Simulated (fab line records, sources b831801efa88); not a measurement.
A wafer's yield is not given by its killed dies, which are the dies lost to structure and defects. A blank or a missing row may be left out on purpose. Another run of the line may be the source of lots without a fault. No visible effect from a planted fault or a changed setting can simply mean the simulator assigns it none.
fab line records -- flow sky130
[record] lots = 5, wafers = 14, last-day = 50
route steps=708 shown RES_XHIGH@339 SD_N@342 SD_P@359 PAD_OPEN@708
lots with no fault: from the same line, run without faults
start-h: the number of hours between the record's first day and the start of the first shown wafer of the lot -- wait-h: hours since the lot's step before -- " unchanged from the row above -- L1.1+2: one row covering several wafers at once -- - value missing, or start not given -- * or withheld: withheld -- < > ~ a bound
route shown NAME@n: a module of which the file shows steps, and the number in the route of the first -- usual: mean/standard deviation taken from wafers without a fault -- same: alike in all rows -- chamber/n: place in a boat -- sites: the reading at each site -- _std_site: how widely they spread, as a standard deviation -- _edge_site: mean of outer sites minus mean of inner sites -- radius-mm: how far each site lies from the wafer's centre -- mask NAME#n: copy n -- behind: the most recent tool/chamber to have shaped the wafer -- hold: what put the lot on hold/how long, in hours/how the hold closed -- device: the n, p or np transistor that did not switch -- end of line: the route-end tests of the same wafers -- a step without rows: its recipe alone -- killed: count of dies lost to structure and defects at first sort (not the wafer's yield) -- map: a wafer's dies, marking killed ones x, the rest . and places with no die _
set.NAME: the setting as run; set.NAME@STEP: as run at that earlier step -- model.NAME: the simulator's own value behind a step, which no gauge read
certain route steps with their lots: each step a table, each wafer a row
services: from which hour (start-h, from the record's first day; less than 0 if before it) a tool's chamber was out of use, for how many hours, and why
[[steps]]
[step SKY_RES_XHIGH_IMPLANT_07]
[recipe] species = BF2, energy-kev = 20, dose-cm2 = 3.6e+14, tilt-deg = 0
[step SKY_RES_XHIGH_STRIP_08]
[recipe] chemistry = O2/N2, power-w = 1400, pressure-mtorr = 1500, platen-temp-c = withheld, o2-flow-sccm = 3000, n2-flow-sccm = 300, overash-fraction = 0.5
[usual] drypump-motor-current-A = 5.9/0.49, oes-product-au = 0.711/0.0048, strip-time-to-endpoint-s = 14.28/0.045
[same] overash-fraction = 0.5
lot.wafer,tool,chamber,start-h,wait-h,drypump-motor-current-A,oes-product-au,rf-hours-counter-h,strip-time-to-endpoint-s
L891.1,plasma-asher-01,1,668.21,0.1,6.0,0.708,25,14.35
L891.3,plasma-asher-01,0,668.21,0.1,6.6,0.713,-,14.33
L891.6,plasma-asher-01,1,668.21,0.1,6.0,0.710,-,14.31
L898.3,plasma-asher-02,0,714.10,0.1,5.6,0.702,-,14.28
L898.6,plasma-asher-02,0,714.10,0.1,5.6,0.711,-,14.26
L903.2,plasma-asher-03,0,757.32,0.1,6.7,0.708,59,14.25
L903.3,plasma-asher-03,0,757.32,0.1,6.7,0.709,-,14.27
L903.5,plasma-asher-03,1,757.32,0.1,5.9,0.712,-,14.27
L907.1,plasma-asher-02,1,786.08,0.1,5.4,0.707,4,14.31
L907.2,plasma-asher-02,0,786.08,0.1,5.6,0.702,4,14.33
L907.3,plasma-asher-02,1,786.08,0.1,5.4,0.708,-,14.29
L908.2,plasma-asher-01,1,794.27,0.1,6.0,0.712,37,14.21
L908.3,plasma-asher-01,0,794.27,0.1,6.6,0.702,-,14.23
L908.5,plasma-asher-01,1,794.27,0.1,6.0,0.710,-,14.25
[step SKY_RES_XHIGH_TW_MEAS_09]
[usual] RES_XHIGH_TW = 1646/14
lot.wafer,tool,chamber,start-h,wait-h,RES_XHIGH_TW
L891.1,film-metro-03,-,668.31,0.1,1649
L891.3,film-metro-03,-,668.31,0.1,1654
L891.6,film-metro-03,-,668.31,0.1,1647
L898.3,film-metro-03,-,714.18,0.1,1650
L898.6,film-metro-03,-,714.18,0.1,1649
L903.2,film-metro-04,-,757.43,0.1,1624
L903.3,film-metro-04,-,757.43,0.1,1617
L903.5,film-metro-04,-,757.43,0.1,1618
L907.1,film-metro-01,-,786.18,0.1,1650
L907.2,film-metro-01,-,786.18,0.1,1657
L907.3,film-metro-01,-,786.18,0.1,1646
L908.2,film-metro-03,-,794.38,0.1,1651
L908.3,film-metro-03,-,794.38,0.1,1645
L908.5,film-metro-03,-,794.38,0.1,1651
[step SKY_SD_N_DEHYDRATE_00]
[recipe] temp-c = 200, time-s = 60
[step SKY_SD_N_HMDS_01]
[recipe] prime-time-s = 60, prime-temp-c = 120
[step SKY_SD_N_COAT_02]
[recipe] resist = NOVOLAK, spin-rpm = 3000, resist-thk-nm = 1140
[step SKY_SD_N_SOFTBAKE_03]
[recipe] temp-c = 90, time-s = 60, resist = NOVOLAK
[step SKY_SD_N_EXPOSE_04]
[recipe] mask-id = NSDM, na = 0.6, source-shape = conventional, sigma-outer = 0.6, polarization = unpolarized, target-cd-nm = 380, dose-mj = 141
[step SKY_SD_N_PEB_05]
[recipe] temp-c = withheld, time-s = *, resist = NOVOLAK
[step SKY_SD_N_DEVELOP_06]
[recipe] resist = NOVOLAK, developer = TMAH, develop-time-s = 60, dev-temp-c = 23
[step SKY_SD_N_CD_MEAS_07]
[recipe] target-cd-nm = 380
[usual] cd-nm = 379.9/2.4
lot.wafer,tool,chamber,start-h,wait-h,cd-nm
L891.1,cd-sem-02,-,696.45,0.1,380.6
L891.3,cd-sem-02,-,696.45,0.1,380.4
L891.6,cd-sem-02,-,696.45,0.1,381.0
L898.3,cd-sem-01,-,741.76,0.1,381.9
L898.6,cd-sem-01,-,741.76,0.1,380.8
L903.2,cd-sem-01,-,784.17,0.1,376.2
L903.3,cd-sem-01,-,784.17,0.1,378.3
L903.5,cd-sem-01,-,784.17,0.1,376.3
L907.1,cd-sem-02,-,812.62,0.1,380.8
L907.2,cd-sem-02,-,812.62,0.1,384.1
L907.3,cd-sem-02,-,812.62,0.1,383.3
L908.2,cd-sem-01,-,821.12,0.1,378.2
L908.3,cd-sem-01,-,821.12,0.1,378.5
L908.5,cd-sem-01,-,821.12,0.1,378.8
[step SKY_SD_N_OVL_MEAS_08]
[usual] SD_N_OVL = -0.6/1.5
lot.wafer,tool,chamber,start-h,wait-h,SD_N_OVL[nm]
L891.1,overlay-01,-,696.57,0.1,-1.0
L891.3,overlay-01,-,696.57,0.1,0.9
L891.6,overlay-01,-,696.57,0.1,-0.6
L898.3,overlay-01,-,741.85,0.1,-2.1
L898.6,overlay-01,-,741.85,0.1,-1.4
L903.2,overlay-02,-,784.27,0.1,-2.5
L903.3,overlay-02,-,784.27,0.1,-1.7
L903.5,overlay-02,-,784.27,0.1,-1.0
L907.1,overlay-02,-,812.74,0.1,0.4
L907.2,overlay-02,-,812.74,0.1,-0.4
L907.3,overlay-02,-,812.74,0.1,1.7
L908.2,overlay-01,-,821.22,0.1,1.4
L908.3,overlay-01,-,821.22,0.1,-0.5
L908.5,overlay-01,-,821.22,0.1,-0.9
[step SKY_SD_N_IMPLANT_09]
[recipe] species = As, energy-kev = 50, dose-cm2 = 4e+15, tilt-deg = 0
[usual] beam-on-s = 18.2/1.1, dose-ions-cm2 = 4e+15/4.2e+12, faraday-current-uA = 12067/720, tilt-deg = 0.002/0.021
lot.wafer,tool,chamber,start-h,wait-h,beam-on-s,dose-ions-cm2,faraday-current-uA,tilt-deg
L891.1,implanter-02,0,696.60,0.0,18.4,3.999e+15,11923,-0.012
L891.3,implanter-02,0,696.60,0.0,19.1,4.002e+15,11399,-0.012
L891.6,implanter-02,0,696.60,0.0,18.6,4.001e+15,11830,-0.019
L898.3,implanter-03,0,741.93,0.1,14.4,3.998e+15,15219,-0.031
L898.6,implanter-03,0,741.93,0.1,18.4,3.999e+15,11887,0.009
L903.2,implanter-04,0,784.33,0.0,16.4,3.997e+15,13284,0.020
L903.3,implanter-04,0,784.33,0.0,16.6,4.002e+15,13195,0.029
L903.5,implanter-04,0,784.33,0.0,16.0,4.002e+15,13656,0.033
L907.1,implanter-04,0,812.77,0.0,16.3,4.001e+15,13387,0.004
L907.2,implanter-04,0,812.77,0.0,16.4,3.992e+15,13215,0.021
L907.3,implanter-04,0,812.77,0.0,16.0,4.009e+15,13563,0.002
L908.2,implanter-03,0,821.28,0.0,18.7,4.001e+15,11758,-0.011
L908.3,implanter-03,0,821.28,0.0,19.4,3.996e+15,11326,-0.019
L908.5,implanter-03,0,821.28,0.0,19.1,4.001e+15,11520,0.029
[step SKY_SD_N_IMPLANT_10]
[recipe] species = P, energy-kev = 20, dose-cm2 = 1e+14, tilt-deg = 0
[step SKY_SD_N_STRIP_11]
[recipe] chemistry = O2/N2, power-w = 1400, pressure-mtorr = 1500, platen-temp-c = withheld, o2-flow-sccm = 3000, n2-flow-sccm = 300, overash-fraction = 0.5
[usual] drypump-motor-current-A = 5.7/0.58, oes-product-au = 0.528/0.0049, strip-time-to-endpoint-s = 22.57/0.044
[same] overash-fraction = 0.5
lot.wafer,tool,chamber,start-h,wait-h,drypump-motor-current-A,oes-product-au,rf-hours-counter-h,strip-time-to-endpoint-s
L891.1,plasma-asher-04,1,696.90,0.1,5.3,0.529,87,22.48
L891.3,plasma-asher-04,1,696.90,0.1,5.3,0.525,-,22.50
L891.6,plasma-asher-04,0,696.90,0.1,5.0,0.528,-,22.50
L898.3,plasma-asher-04,1,742.21,0.1,5.3,0.534,-,21.64
L898.6,plasma-asher-04,0,742.21,0.1,5.0,0.526,-,22.58
L903.2,plasma-asher-04,0,784.60,0.1,5.0,0.535,96,22.63
L903.3,plasma-asher-04,0,784.60,0.1,5.0,0.526,-,22.58
L903.5,plasma-asher-04,0,784.60,0.1,5.0,0.532,-,22.59
L907.1,plasma-asher-02,1,813.07,0.1,5.3,0.528,7,22.56
L907.2,plasma-asher-02,0,813.07,0.1,5.6,0.519,7,22.58
L907.3,plasma-asher-02,1,813.07,0.1,5.3,0.531,-,22.59
L908.2,plasma-asher-03,1,821.55,0.1,5.9,0.524,66,22.48
L908.3,plasma-asher-03,0,821.55,0.1,6.7,0.519,-,22.48
L908.5,plasma-asher-03,0,821.55,0.1,6.7,0.521,-,22.53
[step SKY_SD_N_TW_MEAS_12]
[usual] SD_N_TW = 3988/41
lot.wafer,tool,chamber,start-h,wait-h,SD_N_TW
L891.1,film-metro-03,-,697.00,0.1,4011
L891.3,film-metro-03,-,697.00,0.1,4011
L891.6,film-metro-03,-,697.00,0.1,3966
L898.3,film-metro-04,-,742.30,0.1,3891
L898.6,film-metro-04,-,742.30,0.1,3919
L903.2,film-metro-04,-,784.71,0.1,3978
L903.3,film-metro-04,-,784.71,0.1,3979
L903.5,film-metro-04,-,784.71,0.1,3975
L907.1,film-metro-03,-,813.17,0.1,4012
L907.2,film-metro-03,-,813.17,0.1,4003
L907.3,film-metro-03,-,813.17,0.1,4009
L908.2,film-metro-03,-,821.66,0.1,3916
L908.3,film-metro-03,-,821.66,0.1,3942
L908.5,film-metro-03,-,821.66,0.1,3919
[step SKY_SD_N_CLEAN_13]
[recipe] chemistry = SC1/SC2, mix = 1:4:20, temp-c = 70, time-s = 150, dry = n2-spin
[step SKY_SD_N_RTA_14]
[recipe] temp-c = 1075, time-s = 2, idle-temp-c = 650, ramp-up-c-per-s = 150, ramp-down-c-per-s = 90, ambient = N2
[usual] lamp-power-pct = 15.74/0.052, wafer_temp_C_max = 1078.1/1.3
lot.wafer,tool,chamber,start-h,wait-h,lamp-power-pct,wafer_temp_C_max
L891.1,rtp-anneal-02,0,697.11,0.0,15.79,1078.3
L891.3,rtp-anneal-02,0,697.11,0.0,15.72,1077.9
L891.6,rtp-anneal-02,0,697.11,0.0,15.65,1079.7
L898.3,rtp-anneal-01,0,742.40,0.0,15.73,1077.3
L898.6,rtp-anneal-01,0,742.40,0.0,15.78,1077.5
L903.2,rtp-anneal-02,0,784.82,0.0,15.71,1078.2
L903.3,rtp-anneal-02,0,784.82,0.0,15.76,1078.9
L903.5,rtp-anneal-02,0,784.82,0.0,15.81,1077.7
L907.1,rtp-anneal-02,0,813.29,0.0,15.76,1079.3
L907.2,rtp-anneal-02,0,813.29,0.0,15.69,1078.7
L907.3,rtp-anneal-02,0,813.29,0.0,15.77,1077.9
L908.2,rtp-anneal-01,0,821.78,0.0,15.82,1078.6
L908.3,rtp-anneal-01,0,821.78,0.0,15.73,1077.7
L908.5,rtp-anneal-01,0,821.78,0.0,15.76,1077.1
[step SKY_SD_N_RS_MEAS_16]
[recipe] thk-meas-gauge = four-point-probe
[usual] SD_N_RS = 68.61/0.1
lot.wafer,tool,chamber,start-h,wait-h,hold,SD_N_RS[ohm/sq]
L891.1,film-metro-04,-,697.29,0.1,-,68.86
L891.3,film-metro-04,-,697.29,0.1,-,68.74
L891.6,film-metro-04,-,697.29,0.1,-,68.68
L898.3,film-metro-01,-,742.60,0.1,await-dispo/0.2h/release,71.18
L898.6,film-metro-01,-,742.60,0.1,await-dispo/0.2h/release,68.62
L898.3,film-metro-01,-,742.96,0.3,-,71.27
L898.6,film-metro-01,-,742.96,0.3,-,68.73
L903.2,film-metro-04,-,785.01,0.1,-,68.66
L903.3,film-metro-04,-,785.01,0.1,-,68.56
L903.5,film-metro-04,-,785.01,0.1,-,68.62
L907.1,film-metro-04,-,813.46,0.1,-,68.57
L907.2,film-metro-04,-,813.46,0.1,-,68.52
L907.3,film-metro-04,-,813.46,0.1,-,68.59
L908.2,film-metro-04,-,821.96,0.1,-,68.49
L908.3,film-metro-04,-,821.96,0.1,-,68.53
L908.5,film-metro-04,-,821.96,0.1,-,68.50
[step SKY_SD_N_RS_MEAS_17]
[recipe] thk-meas-gauge = four-point-probe
[usual] SD_P_RS = 147.2/0.31
lot.wafer,tool,chamber,start-h,wait-h,hold,SD_P_RS[ohm/sq]
L891.1,film-metro-04,-,697.41,0.1,-,147.8
L891.3,film-metro-04,-,697.41,0.1,-,147.4
L891.6,film-metro-04,-,697.41,0.1,-,147.8
L898.3,film-metro-01,-,745.16,2.2,await-dispo/2.1h/release,147.7
L898.6,film-metro-01,-,745.16,2.2,await-dispo/2.1h/release,147.2
L903.2,film-metro-04,-,785.13,0.1,-,147.1
L903.3,film-metro-04,-,785.13,0.1,-,147.4
L903.5,film-metro-04,-,785.13,0.1,-,146.7
L907.1,film-metro-04,-,813.58,0.1,-,147.1
L907.2,film-metro-04,-,813.58,0.1,-,147.5
L907.3,film-metro-04,-,813.58,0.1,-,146.9
L908.2,film-metro-04,-,822.08,0.1,-,146.6
L908.3,film-metro-04,-,822.08,0.1,-,146.9
L908.5,film-metro-04,-,822.08,0.1,-,146.6
[step SKY_PAD_OPEN_PROBE_99]
[usual] killed_at_M0_to_M3 = 42/7.3, killed_at_M4_up = 3.2/1.8, killed-at-contacts = 25/5.2, killed-at-front-end = 15/4.6, killed-at-other = 0.3/0.62, killed-dies = 85/9.9, killed-open = 46/7.1, killed-short = 38/5.7
[same] gross-dies = 492, killed-at-back-side = 0
lot.wafer,tool,chamber,start-h,wait-h,hold,killed_at_M0_to_M3,killed_at_M4_up,killed-at-contacts,killed-at-front-end,killed-at-other,killed-dies,killed-open,killed-short
L891.1,prober-01,-,1110.79,0.1,-,58,1,25,11,1,96,55,41
L891.3,prober-01,-,1110.89,0.2,-,43,8,30,11,0,92,55,35
L891.6,prober-01,-,1111.04,0.2,-,42,3,30,10,1,86,41,44
L898.3,prober-02,-,1143.09,0.2,await-dispo/2.0h/release,32,4,26,12,0,74,34,40
L898.6,prober-02,-,1143.24,0.2,await-dispo/2.0h/release,35,4,21,7,1,68,34,34
L903.2,prober-01,-,1173.83,0.1,-,43,7,19,10,0,79,42,37
L903.3,prober-01,-,1173.88,0.2,-,34,5,23,13,0,75,40,35
L903.5,prober-01,-,1173.98,0.2,-,34,1,25,16,0,76,43,33
L908.2,prober-02,-,1195.69,0.1,-,52,5,28,6,0,91,48,43
L908.3,prober-02,-,1195.74,0.2,-,39,3,24,13,0,79,47,32
L908.5,prober-02,-,1195.84,0.2,-,33,3,26,19,1,82,42,38
// killed by level:class
L891.1 VIA1:geometric-particle:open=14 CONTACT:geometric-particle:open=13 VIA3:geometric-particle:open=11 METAL1:geometric-particle:short=7 VIA2:geometric-particle:open=7 METAL2:geometric-particle:short=6 VIA1:geometric-particle:short=5 SPACER:geometric-particle:short=4
L891.3 VIA1:geometric-particle:open=13 LI_CONTACT:geometric-particle:open=11 VIA2:geometric-particle:open=8 FIELD_ISO:geometric-particle:open=5 CONTACT:geometric-particle:short=5 METAL2:geometric-particle:short=5 METAL4:geometric-particle:short=5 LOCAL_INTERCONNECT:geometric-particle:short=4
L891.6 VIA1:geometric-particle:open=11 CONTACT:geometric-particle:open=8 LI_CONTACT:geometric-particle:open=7 LI_CONTACT:geometric-particle:short=6 VIA1:geometric-particle:short=6 METAL1:geometric-particle:short=5 CONTACT:geometric-particle:short=5 VIA2:geometric-particle:open=5
L898.3 VIA3:geometric-particle:open=8 LI_CONTACT:geometric-particle:open=8 METAL2:geometric-particle:short=6 CONTACT:geometric-particle:short=5 CONTACT:geometric-particle:open=5 VIA2:geometric-particle:short=5 FIELD_ISO:geometric-particle:short=4 LI_CONTACT:geometric-particle:short=4
L898.6 VIA1:geometric-particle:open=9 VIA2:geometric-particle:open=7 CONTACT:geometric-particle:open=6 METAL2:geometric-particle:short=6 CONTACT:geometric-particle:short=5 LI_CONTACT:geometric-particle:short=5 METAL4:geometric-particle:short=4 LI_CONTACT:geometric-particle:open=3
L903.2 VIA1:geometric-particle:open=11 CONTACT:geometric-particle:open=8 VIA3:geometric-particle:open=6 METAL4:geometric-particle:short=6 LI_CONTACT:geometric-particle:open=5 METAL1:geometric-particle:short=5 METAL2:geometric-particle:short=5 VIA1:geometric-particle:short=4
L903.3 CONTACT:geometric-particle:open=11 METAL1:geometric-particle:short=6 VIA1:geometric-particle:open=6 LI_CONTACT:geometric-particle:open=5 VIA1:geometric-particle:short=5 VIA3:geometric-particle:open=5 FIELD_ISO:geometric-particle:short=4 METAL4:geometric-particle:short=4
L903.5 CONTACT:geometric-particle:open=11 VIA1:geometric-particle:open=10 CONTACT:geometric-particle:short=6 VIA3:geometric-particle:open=5 VIA3:geometric-particle:short=5 FIELD_ISO:geometric-particle:short=4 POLY_GATE:geometric-particle:open=4 LI_CONTACT:geometric-particle:open=4
L908.2 VIA1:geometric-particle:open=15 CONTACT:geometric-particle:open=10 LOCAL_INTERCONNECT:geometric-particle:short=8 VIA1:geometric-particle:short=7 VIA2:geometric-particle:open=7 METAL2:geometric-particle:short=5 LI_CONTACT:geometric-particle:open=4 VIA3:geometric-particle:short=4
L908.3 CONTACT:geometric-particle:open=10 LI_CONTACT:geometric-particle:open=8 VIA1:geometric-particle:short=7 VIA1:geometric-particle:open=6 VIA3:geometric-particle:open=5 VIA2:geometric-particle:open=5 FIELD_ISO:geometric-particle:open=4 METAL2:geometric-particle:short=4
L908.5 LI_CONTACT:geometric-particle:open=8 CONTACT:geometric-particle:open=6 VIA1:geometric-particle:open=6 VIA2:geometric-particle:open=6 FIELD_ISO:geometric-particle:short=5 CONTACT:geometric-particle:short=5 FIELD_ISO:geometric-particle:open=4 METAL3:geometric-particle:short=4
// map L898.3 (x killed, . not)
__________.........._________
________.x.........x.._______
______x..xx.........xxx._____
_____............x....x..____
____......x...x..x...x....___
___x....x.......x...x.....x__
__....x.x.........x......xx._
_.............x.....x.....xx.
_.....................x......
_.....xx..x..x.x......x..x...
_...x..x..............x...xx.
_.............x.............x
_.......xx...x.x.............
_.x....x.x..x...x...........x
_............x.x....x..xx....
__............x............x_
___.......x.........x......__
____xx....x.x...x........x___
_____..x.x...........x...____
______......x..........._____
________.x..x........._______
__________.........._________
// map L908.2 (x killed, . not)
__________.........._________
________.............._______
______..x....x..xx..xx.x_____
_____....x.......x..xx...____
____.x.x.......x..x..x....___
___.xx.........x.x.....x...__
__.............x......x...x._
_...x...x......x..xx.xxx....x
_...x...x................x..x
_..........x.....x..x........
_........x.......xx......xx..
_....x.x...x....xxx..........
_..x.xx.............x........
_..x..x...xx.....x......x....
_..x..xx......x..x..........x
__.....x................x..._
___.x......xxx.xx..x..xx...__
____...x.........xx....x..___
_____x.........x.....xxx.____
______.x...........x...._____
________..x..........._______
__________..x......._________
[[services]]
tool,chamber,start-h,hours,kind
implanter-03,-,669.31,3.7,repair
plasma-asher-01,-,688.25,2.1,repair
plasma-asher-03,-,713.24,2.6,repair
plasma-asher-02,-,733.75,9.0,pm
plasma-asher-02,0,733.75,9.0,vent-cycle
plasma-asher-02,1,733.75,9.0,vent-cycle
plasma-asher-02,0,742.75,-,clean
plasma-asher-02,1,742.75,-,clean
plasma-asher-03,-,755.00,0.6,repair
implanter-03,-,759.97,3.5,pm
implanter-02,-,772.20,1.1,repair
implanter-02,-,780.28,5.3,pm
implanter-04,-,787.11,6.1,repair
implanter-02,-,811.41,4.1,repair
[[key]]
[first-sign] step = SKY_SD_N_IMPLANT_09, reading = faraday-current-uA, direction = up, sigmas = 4.4, usual = 12067, struck = 15219
[effect] step = SKY_SD_N_IMPLANT_09, reading = beam-on-s, direction = down, sigmas = 3.6, usual = 18.2, struck = 14.4
[effect] step = SKY_SD_N_STRIP_11, reading = strip-time-to-endpoint-s, direction = down, sigmas = 21, usual = *, struck = *
[effect] step = SKY_SD_N_RS_MEAS_16, reading = visit, direction = added
[effect] step = SKY_SD_N_RS_MEAS_16, reading = SD_N_RS, direction = up, sigmas = 25, usual = 68.61, struck = 71.18
[effect] step = SKY_PAD_OPEN_PROBE_99, reading = hold, direction = added
met-at SKY_SD_N_IMPLANT_09
struck-wafers L898.3
tester-left-out L898
[fault] kind = process-parameter-drift, tool = implanter-03, chamber = -, onset-h = 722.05, steps = SKY_SD_N_IMPLANT_09, channel = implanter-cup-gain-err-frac, offset = 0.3, shape = step, end-h = 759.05, scope = struck-wafers-only
// tester-left-out: of these lots the tester's yield and bins aren't shown, on N5 and GAA mostly nor the transistor test; their killed dies are dies lost to structure and defects alone, not to doping, threshold or leakage, so they don't give the yield
